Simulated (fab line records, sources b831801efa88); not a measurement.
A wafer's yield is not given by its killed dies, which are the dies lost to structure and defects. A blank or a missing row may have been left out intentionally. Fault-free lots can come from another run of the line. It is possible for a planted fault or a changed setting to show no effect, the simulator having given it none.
Which tool was responsible? -- flow gf180mcu -- 21 wafers sampled from 7 lots at 1 step of a route of 602

## WHAT EACH GAUGE READ, for each wafer
GF_M5_CD_MEAS_07: target cd 280 nm.
lot,measured,on,cdNm (nm)
L228,day 26 06:02,cdSem-02,280.7 279.1 279.1
L231,day 27 15:58,cdSem-02,279.5 279.7 278.6
L233,day 28 02:20,cdSem-02,280.4 280.6 279.7
L236,day 29 15:31,cdSem-02,280.7 281.3 280.9
L242,day 30 17:46,cdSem-01,278.6 279.4 279.6
L245,day 31 14:37,cdSem-02,282.2 281.2 281.8
L249,day 32 15:41,cdSem-02,280.4 280.3 280.4

## WHAT TOOL EACH LOT RAN ON (gives the tool, then ch and the chambers of the sampled wafers, and finally the start)
The record holds no process step before these readings.

## THE ANSWER, worked out from the rows above alone
Rule: the usual values come from the lots themselves. Put in order of their means at a reading, lots are off if they are a third of the lots or fewer, leave a main group of 4 or more, and stand apart from it by a gap of 3 or more times the standard deviation of the main group's means; of several such gaps the widest counts. A main group is skipped when, at the precision printed for the reading in the tables above, its means are all equal. Also off: a lot with no number at a reading for which 4 or more lots have one. Any other lot the step has rows for is counted as sound.
No lot is off at any reading shown: from this, nothing can be told.

## WHAT WAS PUT IN BY THE SIMULATOR
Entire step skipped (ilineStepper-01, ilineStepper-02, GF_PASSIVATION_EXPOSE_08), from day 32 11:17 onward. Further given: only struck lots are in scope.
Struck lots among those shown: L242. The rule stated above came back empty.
